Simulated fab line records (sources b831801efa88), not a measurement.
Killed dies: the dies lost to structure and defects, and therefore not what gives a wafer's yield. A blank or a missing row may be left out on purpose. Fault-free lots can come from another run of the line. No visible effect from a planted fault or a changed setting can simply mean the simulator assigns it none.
The tool behind it: which one? || flow sky130 || 6 lots, 18 wafers sampled, at 1 step of a route of 708

## WHAT THE GAUGES SHOWED, per wafer
SKY_SONOS_ONO_OVL_MEAS_14.
{"lot": "L112", "measured": "day 12 22:43", "on": "overlay-01", "SONOS_ONO_OVL (nm)": "-2.8 -1.2 -0.6"}
{"lot": "L118", "measured": "day 15 09:59", "on": "overlay-01", "SONOS_ONO_OVL (nm)": "1.4 1.8 0.3"}
{"lot": "L120", "measured": "day 15 18:26", "on": "overlay-02", "SONOS_ONO_OVL (nm)": "-0.9 1.0 -0.6"}
{"lot": "L126", "measured": "day 18 03:02", "on": "overlay-02", "SONOS_ONO_OVL (nm)": "0.6 3.0 -0.2"}
{"lot": "L129", "measured": "day 18 21:50", "on": "overlay-02", "SONOS_ONO_OVL (nm)": "-0.6 -2.3 -1.3"}
{"lot": "L131", "measured": "day 19 12:10", "on": "overlay-01", "SONOS_ONO_OVL (nm)": "1.1 0.3 2.5"}

## TOOL THAT RAN EACH LOT (tool first, then ch and the chambers of the sampled wafers, then the start)
There is no process step in the record ahead of these readings.

## THE ANSWER, worked out from the rows above alone
Rule: usual is defined by the lots themselves. Put in order of their means at a reading, lots are off if they are a third of the lots or fewer, leave a main group of 4 or more, and stand apart from it by a gap of 3 or more times the standard deviation of the main group's means; of several such gaps the widest counts. A main group is skipped when, at the precision printed for the reading in the tables above, its means are all equal. Also off: a lot with no number at a reading for which 4 or more lots have one. All remaining lots with rows at the step are treated as sound.
No lot is off on any of the readings shown, so nothing can be concluded from this.

## WHAT THE SIMULATOR HAD INSERTED
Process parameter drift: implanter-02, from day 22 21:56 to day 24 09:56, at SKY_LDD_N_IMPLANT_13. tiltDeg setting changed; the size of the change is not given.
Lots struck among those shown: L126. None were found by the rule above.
